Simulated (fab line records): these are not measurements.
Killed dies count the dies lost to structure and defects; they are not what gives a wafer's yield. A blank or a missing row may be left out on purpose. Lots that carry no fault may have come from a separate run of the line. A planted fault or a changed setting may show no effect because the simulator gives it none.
8D (eight disciplines) problem report, filled in by code ; flow sky130 ; the parts of the form that need people (team, actions taken, sign-off) are left out

## 1. PROBLEM STATEMENT
strip-time-to-endpoint-s at SKY_POLY_GATE_STRIP_18 reads a mean of 3.50 s on 1 wafer of 1 lot; wafers without a fault read 3.18 s with a standard deviation of 0.034. That puts it +9.4 standard deviations away from the usual mean.
The step: strips in O2/N2.
Seen first at day 18 19:11 on plasma-asher-02, wafer L926.3. The record holds 38 wafers of 13 lots with a number at this step. By rule, "out" or "out of limits" means more than 4 standard deviations away from the usual mean. All remaining wafers that have a number are taken as sound.

## 2. WHAT IT IS, AND WHAT IT ISN'T
question;is;is not
which readings at this step;strip-time-to-endpoint-s;drypump-motor-current-A
which lots;L926;L921, L922, L933, L934, L935, L936, L937, L939, L940, L941, L943, L944
which wafers of those lots;L926.3;L926.1
read on which tools;plasma-asher-02;plasma-asher-01, plasma-asher-03
when;from day 18 19:11;"up to then (7 sound wafers); but 30 sound wafers of L933, L934, L935, L936, L937, L939, L940, L941, L943, L944 came after"

## 3. SUSPECTS, AND WHAT RULES EACH OUT
Counting: any tool at a process step up to the reading remains a suspect provided it ran every lot that is out. Sound lots after the first of them don't rule it out here, since some wafers of a struck lot are sound.
- plasma-asher-03 at SKY_GATE_OXIDE_STRIP_13 (strips in O2/N2): kept. L926, the lot that is out, went through it at day 16 00:10; up to then, the latest sound lot through it was L921 at day 13 19:37.
- rie-si-02 at SKY_POLY_GATE_ETCH_17 (etches poly-Si in HBr/Cl2, stops on SiO2, target depth 180 nm, time 70.5 s): kept. L926, the lot that is out, went through it at day 18 19:08; up to then, the latest sound lot through it was L922 at day 16 19:56.
- plasma-asher-02 at SKY_POLY_GATE_STRIP_18 (strips in O2/N2): kept. L926, the lot that is out, went through it at day 18 19:11; up to then, the latest sound lot through it was L922 at day 16 20:00. Its own readings are out on those wafers: strip-time-to-endpoint-s.
- The sound lot-mates ran in chamber 0 of plasma-asher-03 at SKY_GATE_OXIDE_STRIP_13, but the wafers that are out ran in chamber 1.
- The sound lot-mates ran in chamber 2 of rie-si-02 at SKY_POLY_GATE_ETCH_17, but the wafers that are out ran in chamber 1.
After the count, these remain: plasma-asher-03 at SKY_GATE_OXIDE_STRIP_13, rie-si-02 at SKY_POLY_GATE_ETCH_17 and plasma-asher-02 at SKY_POLY_GATE_STRIP_18.

## 4. THE CAUSE (what the simulator had put in)
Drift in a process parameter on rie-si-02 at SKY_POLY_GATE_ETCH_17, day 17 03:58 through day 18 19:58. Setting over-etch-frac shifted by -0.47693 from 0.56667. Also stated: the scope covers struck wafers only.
3 suspects survive the count, and this tool is in that group.

## 5. THE EFFECT CHAIN, in route order
Each row: a reading whose mean over the struck wafers that have a number lies more than 3 standard deviations from the usual. Only readings whose record carries a usual standard deviation are examined. hours: median over the lots of the time between each lot's start at the first step of this table that gives one and its start at this step. sigmas: the change, counted in usual standard deviations.
hours;step;reading;usual;on struck wafers;change;sigmas
0;SKY_POLY_GATE_STRIP_18;oes-product-au;0.361 a.u.;0.378;+0.017;+3.8
0;SKY_POLY_GATE_STRIP_18;strip-time-to-endpoint-s;3.18 s;3.50;+0.32;+9.4
It contains these process steps:
- SKY_POLY_GATE_STRIP_18: strips in O2/N2.
Later steps that measure or inspect, where all struck wafers having a row at the step show a number for every such reading and not one has moved that far: SKY_LDD_N_OVL_MEAS_07.

## 6. WHAT WOULD HAVE CAUGHT IT SOONER
In this record no reading fell out of limits until day 18 19:11, 39 hours after the fault had begun at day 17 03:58.
Of the tool readings at SKY_POLY_GATE_ETCH_17 for which the record gives a usual standard deviation, none was out on any struck wafer, so an alarm limit of 4 standard deviations on them would not have fired.
All the lots that are out (1) had begun SKY_POLY_GATE_ETCH_17 on rie-si-02 by day 18 19:11. Holding the tool at that point would not have protected any of them.
